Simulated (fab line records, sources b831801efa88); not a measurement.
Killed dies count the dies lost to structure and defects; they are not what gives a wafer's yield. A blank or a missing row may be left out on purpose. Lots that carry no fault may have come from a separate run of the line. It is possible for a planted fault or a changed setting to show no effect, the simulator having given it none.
Which tool is to blame? -- flow gf180mcu -- 72 wafers from 24 lots sampled at 4 of the route's 602 steps

WHAT EACH GAUGE READ, for each wafer
GF_CONTACT_THK_MEAS_03. Usual: CONTACT_CVD_02_THK typically reads 857 nm, with standard deviation 12.
lot,measured,on,CONTACT_CVD_02_THK (nm),flag
L074,day 16 00:55,film metro-01,849 856 862,
L075,day 16 08:45,film metro-04,855 860 846,
L076,day 16 13:34,film metro-04,855 849 849,
L077,day 17 05:35,film metro-01,850 856 866,
L078,day 17 17:11,film metro-01,843 843 841,
L079,day 18 00:49,film metro-04,847 852 878,
L080,day 18 00:55,film metro-01,867 859 874,
L081,day 18 16:28,film metro-01,854 872 864,
L082,day 18 16:52,film metro-01,841 859 861,
L083,day 19 07:49,film metro-04,857 866 866,
L084,day 19 15:46,film metro-03,852 861 877,
L085,day 20 01:58,film metro-04,850 833 846,
L086,day 20 03:34,film metro-04,834 851 866,
L087,day 20 14:22,film metro-01,846 842 868,
L088,day 20 20:34,film metro-04,843 842 859,
L089,day 21 08:40,film metro-01,860 854 851,
L090,day 21 13:44,film metro-01,857 870 858,
L091,day 22 00:16,film metro-04,851 859 853,
L092,day 22 04:59,film metro-03,867 869 887,
L093,day 22 11:28,film metro-01,857 846 864,
L094,day 22 20:31,film metro-01,834 858 855,
L095,day 23 04:26,film metro-01,853 854 889,
L096,day 23 12:07,film metro-04,846 856 866,
L097,day 23 22:08,film metro-01,849 865 862,

GF_V4_THK_MEAS_03. Usual: V4_CVD_02_THK typically reads 851 nm, with standard deviation 11.
lot,measured,on,V4_CVD_02_THK (nm),flag
L074,day 24 13:08,film metro-04,850 844 857,
L075,day 24 21:18,film metro-04,863 865 864,
L076,day 24 22:48,film metro-03,821 836 829,
L077,day 25 13:23,film metro-01,830 836 848,
L078,day 25 23:44,film metro-04,835 853 853,
L079,day 26 05:16,film metro-03,826 846 852,
L080,day 26 05:40,film metro-03,851 831 849,
L081,day 26 22:06,film metro-01,849 858 859,
L082,day 26 22:20,film metro-03,848 859 869,
L083,day 27 09:44,film metro-03,843 847 848,
L084,day 27 15:13,film metro-04,852 863 836,
L085,day 28 01:14,film metro-03,847 850 858,
L086,day 28 01:41,film metro-01,854 856 865,
L087,day 28 10:01,film metro-04,852 863 876,
L088,day 28 14:22,film metro-01,846 843 853,
L089,day 29 00:08,film metro-03,843 850 845,
L090,day 29 06:21,film metro-01,882 870 869,
L091,day 29 14:02,film metro-01,853 840 867,
L092,day 29 18:11,film metro-03,848 863 863,
L093,day 29 20:49,film metro-04,836 850 858,
L094,day 30 05:20,film metro-01,843 851 854,
L095,day 30 12:59,film metro-04,844 853 873,
L096,day 30 18:07,film metro-03,848 862 872,
L097,day 31 03:26,film metro-01,851 863 851,

WHICH TOOL RAN EACH LOT (tool, then ch and the chambers of the sampled wafers, then the start)
lot,GF_V1_CVD_23,GF_V2_ETCH_17
L074,"cvd w-01 ch 0,1, day 19 05:23","rie diel-02 ch 0,1,2, day 24 13:08 or earlier"
L075,"cvd w-01 ch 0,1, day 19 14:55","rie diel-02 ch 0,1, day 24 21:18 or earlier"
L076,"cvd w-01 ch 0,1, day 19 18:44","rie diel-02 ch 0,2,3, day 24 22:48 or earlier"
L077,"cvd w-02 ch 0,1, day 20 10:35","rie diel-02 ch 0,2,3, day 25 13:23 or earlier"
L078,"cvd w-02 ch 0,1, day 20 23:29","rie diel-02 ch 1,2,3, day 25 23:44 or earlier"
L079,"cvd w-02 ch 0,1, day 21 07:02","rie diel-02 ch 0,1,3, day 26 05:16 or earlier"
L080,"cvd w-01 ch 0,1, day 21 07:29","rie diel-02 ch 0,1,3, day 26 05:40 or earlier"
L081,"cvd w-01 ch 0,1, day 21 23:50","rie diel-04 ch 0,3, day 26 22:06 or earlier"
L082,"cvd w-02 ch 0,1, day 22 00:11","rie diel-03 ch 0,1,3, day 26 22:20 or earlier"
L083,"cvd w-02 ch 0,1, day 22 13:47","rie diel-02 ch 1,2,3, day 27 09:44 or earlier"
L084,"cvd w-01 ch 0,1, day 22 20:36","rie diel-02 ch 0,2, day 27 15:13 or earlier"
L085,"cvd w-01 ch 0,1, day 23 06:38","rie diel-02 ch 0,1,2, day 28 01:14 or earlier"
L086,"cvd w-02 ch 0,1, day 23 09:11","rie diel-02 ch 0,1,3, day 28 01:41 or earlier"
L087,"cvd w-02 ch 0,1, day 23 17:23","rie diel-03 ch 0,1,3, day 28 10:01 or earlier"
L088,"cvd w-02 ch 0,1, day 24 00:08","rie diel-03 ch 0,1,3, day 28 14:22 or earlier"
L089,"cvd w-01 ch 0,1, day 24 11:28","rie diel-04 ch 0,1,2, day 29 00:08 or earlier"
L090,"cvd w-01 ch 0,1, day 24 15:56","rie diel-03 ch 0,1,2, day 29 06:21 or earlier"
L091,"cvd w-02 ch 1, day 24 23:50","rie diel-02 ch 2,3, day 29 14:02 or earlier"
L092,"cvd w-01 ch 0,1, day 25 04:20","rie diel-03 ch 0,3, day 29 18:11 or earlier"
L093,"cvd w-02 ch 0,1, day 25 08:07","rie diel-04 ch 0,1,3, day 29 20:49 or earlier"
L094,"cvd w-02 ch 0,1, day 25 17:19","rie diel-02 ch 0,2,3, day 30 05:20 or earlier"
L095,"cvd w-01 ch 0,1, day 26 00:11","rie diel-03 ch 0,3, day 30 12:59 or earlier"
L096,"cvd w-02 ch 0,1, day 26 07:38","rie diel-03 ch 1,3, day 30 18:07 or earlier"
L097,"cvd w-01 ch 0,1, day 26 17:40","rie diel-02 ch 0,1, day 31 03:26 or earlier"
- GF_V1_CVD_23: deposits W, target thk 350 nm, time 105.05 s.
- GF_V2_ETCH_17: etches SiO2 in C4F8/O2/Ar, stops on TiN, target depth 630 nm.

WHAT THE TOOLS THEMSELVES READ (means of the sampled wafers that have a number; where no wafer has one, the mark that the record gives instead)
GF_V1_CVD_23. Usual: chamber pressure Torr 39.99 Torr, standard deviation 0.1; heater power w 878 W, standard deviation 23.
lot,tool,chamber pressure Torr (Torr),heater power w (W),flag
L074,cvd w-01,40.05,867,
L075,cvd w-01,40.01,874,
L076,cvd w-01,39.93,880,
L077,cvd w-02,40.02,871,
L078,cvd w-02,40.01,877,
L079,cvd w-02,39.94,882,
L080,cvd w-01,40.01,891,
L081,cvd w-01,39.89,881,
L082,cvd w-02,39.89,881,
L083,cvd w-02,39.98,884,
L084,cvd w-01,39.99,874,
L085,cvd w-01,40.01,878,
L086,cvd w-02,39.95,881,
L087,cvd w-02,40.10,875,
L088,cvd w-02,40.01,883,
L089,cvd w-01,40.11,853,
L090,cvd w-01,39.96,855,
L091,cvd w-02,39.84,891,
L092,cvd w-01,39.99,889,
L093,cvd w-02,39.99,880,
L094,cvd w-02,40.12,886,
L095,cvd w-01,39.99,885,
L096,cvd w-02,40.03,883,
L097,cvd w-01,39.98,870,

GF_V2_ETCH_17. Usual: oes product au 0.855 a.u., standard deviation 0.0047.
lot,tool,oes product au (a.u.),flag
L074,rie diel-02,0.857,
L075,rie diel-02,0.852,
L076,rie diel-02,0.854,
L077,rie diel-02,0.858,
L078,rie diel-02,0.856,
L079,rie diel-02,0.853,
L080,rie diel-02,0.854,
L081,rie diel-04,0.855,
L082,rie diel-03,0.855,
L083,rie diel-02,0.857,
L084,rie diel-02,0.853,
L085,rie diel-02,0.852,
L086,rie diel-02,0.855,
L087,rie diel-03,0.856,
L088,rie diel-03,0.855,
L089,rie diel-04,0.859,
L090,rie diel-03,0.861,
L091,rie diel-02,0.849,
L092,rie diel-03,0.852,
L093,rie diel-04,0.853,
L094,rie diel-02,0.854,
L095,rie diel-03,0.856,
L096,rie diel-03,0.854,
L097,rie diel-02,0.853,

THE ANSWER, worked out from the rows above alone
Rule: a lot is off if the mean of its wafers that have a number lies more than 3 standard deviations from the usual mean. Also off: a lot with no number at a reading for which 4 or more lots have one. All remaining lots with rows at the step are treated as sound. Order of review: gauges by route order, followed by the tools' own readings, for which a lot's mean as printed above is used. The first step at which some lot is off is used, and at that step the reading that is off furthest; a lot without a number counts as furthest.
No lot is off at any reading shown: from this, nothing can be told.

WHAT HAD BEEN PUT IN BY THE SIMULATOR
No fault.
